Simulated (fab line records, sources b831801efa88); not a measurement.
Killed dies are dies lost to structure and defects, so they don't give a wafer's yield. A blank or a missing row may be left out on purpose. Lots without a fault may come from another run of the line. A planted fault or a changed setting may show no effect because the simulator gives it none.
Which tool did it? | flow sky130 | 6 lots, 18 wafers sampled, at 2 steps of a route of 708

WHAT THE GAUGES READ, wafer by wafer
SKY_LDD_HVN_OVL_MEAS_07.
lot  | measured     | on         | LDD_HVN_OVL (nm)
L294 | day 22 03:59 | overlay-02 | -1.4 -2.5 -1.7
L297 | day 23 12:52 | overlay-01 | 0.3 1.0 1.3
L302 | day 25 02:05 | overlay-01 | -1.0 -1.3 -1.2
L304 | day 25 22:25 | overlay-01 | 2.1 -0.2 -0.2
L309 | day 27 17:20 | overlay-02 | 0.7 0.7 0.0
L312 | day 29 13:46 | overlay-02 | -1.4 -2.0 0.1

WHICH TOOL RAN EACH LOT (tool, then ch and the chambers of the sampled wafers, then the start)
lot  | SKY_LDD_N_IMPLANT_11
L294 | implanter-03 ch 0, day 19 13:29
L297 | implanter-04 ch 0, day 20 22:23
L302 | implanter-04 ch 0, day 22 14:52
L304 | implanter-03 ch 0, day 23 12:11
L309 | implanter-01 ch 0, day 25 08:26
L312 | implanter-03 ch 0, day 27 04:29
- SKY_LDD_N_IMPLANT_11

THE ANSWER, worked out from the rows above alone
Rule: what is usual is taken from the lots themselves. Put in order of their means at a reading, lots are off if they are a third of the lots or fewer, leave a main group of 4 or more, and stand apart from it by a gap of 3 or more times the standard deviation of the main group's means; of several such gaps the widest counts. A main group whose means are all the same, to the digits that the tables above print for the reading, isn't used. A lot without any number at a reading at which 4 lots or more have one is off too. The other lots that the step has rows for count as sound.
No lot is off at any reading shown: from this, nothing can be told.

WHAT THE SIMULATOR HAD PUT IN
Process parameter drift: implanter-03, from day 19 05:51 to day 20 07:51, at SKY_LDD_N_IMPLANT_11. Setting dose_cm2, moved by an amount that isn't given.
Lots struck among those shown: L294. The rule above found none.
